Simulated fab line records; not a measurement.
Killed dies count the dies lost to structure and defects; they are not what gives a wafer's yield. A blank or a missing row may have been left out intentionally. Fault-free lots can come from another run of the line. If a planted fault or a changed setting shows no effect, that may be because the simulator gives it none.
Which of the tools did it?	flow gf180mcu	12 lots with 36 wafers sampled at 4 steps, on a route of 602 steps

== WHAT THE GAUGES SHOWED, per wafer ==
GF_M1_CD_MEAS_14: the cd target is 230 nm.
lot	measured	on	cdNm (nm)
L569	day 17 18:41	cdSem-01	227.9 226.5 227.4
L571	day 18 11:58	cdSem-01	230.2 230.5 229.9
L572	day 19 05:40	cdSem-02	230.0 231.8 231.0
L573	day 19 07:13	cdSem-02	229.0 229.9 228.9
L574	day 19 19:19	cdSem-02	230.0 229.2 229.6
L575	day 20 07:44	cdSem-02	230.5 231.2 230.5
L580	day 21 14:52	cdSem-01	229.1 227.8 228.3
L581	day 21 23:04	cdSem-02	228.5 228.8 229.2
L583	day 22 14:23	cdSem-02	231.5 229.4 230.9
L588	day 23 22:29	cdSem-01	229.0 229.7 229.5
L590	day 24 19:07	cdSem-01	230.1 230.9 229.8
L591	day 25 06:23	cdSem-01	231.8 231.7 231.1

GF_V1_CD_MEAS_14: the cd target is 260 nm.
lot	measured	on	cdNm (nm)
L569	day 18 19:31	cdSem-02	259.4 258.3 259.3
L571	day 19 13:16	cdSem-01	259.3 261.3 259.3
L572	day 20 07:43	cdSem-01	257.6 258.7 258.6
L573	day 20 09:03	cdSem-01	259.8 259.3 260.9
L574	day 20 19:31	cdSem-02	259.9 260.7 260.9
L575	day 21 08:56	cdSem-02	261.2 261.5 262.5
L580	day 22 15:29	cdSem-02	266.1 260.9 259.6 266.5 260.3 259.4
L581	day 22 23:13	cdSem-02	261.0 264.2 262.3 261.4 264.1 262.7
L583	day 23 14:31	cdSem-01	260.3 260.3 259.2
L588	day 24 21:00	cdSem-02	258.7 258.9 259.0
L590	day 25 18:30	cdSem-02	261.4 260.7 261.2
L591	day 26 04:19	cdSem-01	258.1 258.3 258.1

== EACH LOT AND THE TOOL THAT RAN IT (in order: tool; ch and the chambers of the sampled wafers; start) ==
lot	GF_M1_SPUTTER_04	GF_V1_EXPOSE_11
L569	pvdSputter-03, day 16 19:32	krfScanner-01 ch 0, day 18 07:45
L571	pvdSputter-03, day 17 12:50	krfScanner-01 ch 0, day 19 01:56
L572	pvdSputter-03, day 18 04:59	krfScanner-01 ch 0, day 19 19:44
L573	pvdSputter-04, day 18 06:39	krfScanner-02 ch 0, day 19 21:25
L574	pvdSputter-04, day 18 18:59	krfScanner-02 ch 0, day 20 08:46
L575	pvdSputter-03, day 19 06:40	krfScanner-02 ch 0, day 20 20:55
L580	pvdSputter-01, day 20 15:03	krfScanner-02 ch 0, day 22 04:34
L581	pvdSputter-03, day 20 23:52	krfScanner-02 ch 0, day 22 12:03
L583	pvdSputter-01, day 21 14:36	krfScanner-01 ch 0, day 23 03:47
L588	pvdSputter-01, day 23 00:19	krfScanner-01 ch 0, day 24 11:10
L590	pvdSputter-03, day 23 20:35	krfScanner-01 ch 0, day 25 08:30
L591	pvdSputter-03, day 24 09:14	krfScanner-01 ch 0, day 25 18:07
- GF_M1_SPUTTER_04: material TiN, target thk 50 nm, time 41.7 s.
- GF_V1_EXPOSE_11: exposes mask Via1, target cd 260 nm.

== WHAT THE TOOLS THEMSELVES READ (means of the sampled wafers that have a number; where no wafer has one, the mark that the record gives instead) ==
GF_M1_SPUTTER_04.
lot	tool	throttleValvePct (%)
L569	pvdSputter-03	29.6
L571	pvdSputter-03	30.6
L572	pvdSputter-03	29.5
L573	pvdSputter-04	30.2
L574	pvdSputter-04	30.5
L575	pvdSputter-03	30.7
L580	pvdSputter-01	30.0
L581	pvdSputter-03	30.6
L583	pvdSputter-01	29.4
L588	pvdSputter-01	29.8
L590	pvdSputter-03	30.5
L591	pvdSputter-03	30.8

GF_V1_EXPOSE_11.
lot	tool	reticleTempC (C)
L569	krfScanner-01	23.07
L571	krfScanner-01	23.12
L572	krfScanner-01	22.98
L573	krfScanner-02	23.03
L574	krfScanner-02	22.97
L575	krfScanner-02	23.19
L580	krfScanner-02	23.04
L581	krfScanner-02	22.99
L583	krfScanner-01	22.85
L588	krfScanner-01	23.17
L590	krfScanner-01	22.97
L591	krfScanner-01	23.16

== THE ANSWER, worked out from the rows above alone ==
Rule: the usual values come from the lots themselves. Put in order of their means at a reading, lots are off if they are a third of the lots or fewer, leave a main group of 4 or more, and stand apart from it by a gap of 3 or more times the standard deviation of the main group's means; of several such gaps the widest counts. The tables above print the reading to a certain number of digits; a main group whose means all agree to those digits is not used. A lot without any number at a reading at which 4 lots or more have one is off too. All remaining lots with rows at the step are treated as sound. The gauges are gone through in route order, then the tools' own readings, and for those a lot's mean is taken as printed above. At the first step where some lot is off, the reading lying furthest off is the one used; lots without a number count as furthest.
None of the lots is off at any reading shown; this tells nothing.

== WHAT WAS PUT IN BY THE SIMULATOR ==
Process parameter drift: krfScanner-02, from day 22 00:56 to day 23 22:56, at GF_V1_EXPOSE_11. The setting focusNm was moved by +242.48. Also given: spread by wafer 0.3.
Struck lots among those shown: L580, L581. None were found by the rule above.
